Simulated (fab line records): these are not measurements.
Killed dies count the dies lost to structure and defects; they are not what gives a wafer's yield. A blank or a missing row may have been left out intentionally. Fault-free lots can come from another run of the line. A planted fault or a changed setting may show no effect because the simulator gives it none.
A lot that was struck, set against a sound lot || flow sky130 || 15 steps out of a route of 708
Sound: these wafers, L720.2, L720.3, L720.5. Struck: wafer L717.2. (L717.4, L717.6 of the same lot were not struck and are left out.) The cause comes at the end.
Order at every step that has rows: each side's tool, ch and its chambers, its first start. Under that, the readings that differ: sound wafers || struck wafers || difference of the means || sigmas: that difference in standard deviations of wafers without a fault.
alike: a reading whose means differ by less than 2 such deviations, as well as words and numbers matching on both sides. not compared: withheld readings; readings where some wafer has no value; bounds like >300 that might hide an equal value; numbers whose values overlap and for which the record gives no deviation.
The two part at a step that has a row with sigmas, a row that says differs or no value, or rows on one side only. When numbers do not overlap yet have no deviation, they are printed without sigmas and do not part them. A reading missing from all wafers of one side parts the sides only when that side holds two or more wafers.

first, 4 steps without rows for these wafers: SKY_VIA4_STRIP_13 (strips in O2/N2); SKY_VIA4_STRIP_14 (strips in post etch residue remover, time 1200 s); SKY_VIA4_CLEAN_15 (cleans in IPA, time 180 s); SKY_VIA4_CLEAN_16 (cleans in O3/DIW).
SKY_VIA4_SPUTTER_17: material TiN, target thk 20 nm, time 80 s.
  sound on pvd-sputter-01 at day 46 19:02; struck on pvd-sputter-03 at day 46 01:27
{"reading": "chamber-pressure-pa (Pa)", "sound": "5.016 5.004 5.004", "struck": 4.987, "difference": -0.021, "sigmas": -2}
{"reading": "throttle-valve-pct (%)", "sound": "31.0 30.1 29.9", "struck": 28.9, "difference": -1.4, "sigmas": -2}
SKY_VIA4_CVD_18: deposits W, target thk 505 nm, time 152.14 s.
  sound on cvd-w-02 ch 0,1, day 46 19:06; struck on cvd-w-02 ch 0, day 46 01:31
  alike: heater-power-w
SKY_VIA4_RS_MEAS_19: the measuring method here is four-point-probe.
  sound on film-metro-04 at day 46 19:16; struck on film-metro-01 at day 46 01:41
  alike: VIA4_W_RS
SKY_VIA4_THK_MEAS_20: measures by xrf.
  sound on film-metro-04 at day 46 19:23; struck on film-metro-01 at day 46 01:47
  alike: VIA4_W_THK
SKY_VIA4_CMP_21: polishes, stops on SiO2, t overpolish 25 s, target thk 0 nm.
  sound on cmp-01 ch 1,2, day 46 19:26; struck on cmp-02 ch 2, day 46 01:50
  alike: motor-current-A, overpolish-run-s, time-to-endpoint-s
then, 2 steps without rows for these wafers: SKY_METAL5_SPUTTER_00 (material Ti, target thk 15 nm, time 10 s); SKY_METAL5_SPUTTER_01 (material TiN, target thk 20 nm, time 16.7 s).
SKY_METAL5_SPUTTER_02: material AlCu, target thk 1150 nm, time 61.2 s.
  sound on pvd-sputter-02 at day 46 19:47; struck on pvd-sputter-04 at day 46 02:11
{"reading": "throttle-valve-pct (%)", "sound": "33.6 30.8 33.6", "struck": 29.6, "difference": -3.1, "sigmas": -2}
  alike: chamber-pressure-pa
SKY_METAL5_SPUTTER_03: material Ti, target thk 5 nm, time 3.3 s.
  sound on pvd-sputter-02 at day 46 19:50; struck on pvd-sputter-04 at day 46 02:14
{"reading": "chamber-pressure-pa (Pa)", "sound": "0.4001 0.4002 0.3991", "struck": 0.3981, "difference": -0.0017, "sigmas": -2}
{"reading": "throttle-valve-pct (%)", "sound": "33.4 30.5 33.4", "struck": 29.8, "difference": -2.6, "sigmas": -2}
{"reading": "model.Ti_of_METAL5_SPUTTER_03.thk-nm (nm)", "sound": "4.935 4.974 5.074", "struck": 6.508, "difference": "+1.514", "sigmas": ""}
SKY_METAL5_SPUTTER_04: material TiN, target thk 70 nm, time 58.3 s.
  sound on pvd-sputter-02 at day 46 19:51; struck on pvd-sputter-04 at day 46 02:16
  alike: chamber-pressure-pa, throttle-valve-pct
next, for these wafers, 1 step has no rows: SKY_PAD_OPEN_PROBE_99.

WHERE THEY PART
At SKY_VIA4_SPUTTER_17 first; at SKY_METAL5_SPUTTER_03 last (within this record only). Later steps at which nothing parts them and some readings are alike: SKY_METAL5_SPUTTER_04.

WHY: what had been put in by the simulator
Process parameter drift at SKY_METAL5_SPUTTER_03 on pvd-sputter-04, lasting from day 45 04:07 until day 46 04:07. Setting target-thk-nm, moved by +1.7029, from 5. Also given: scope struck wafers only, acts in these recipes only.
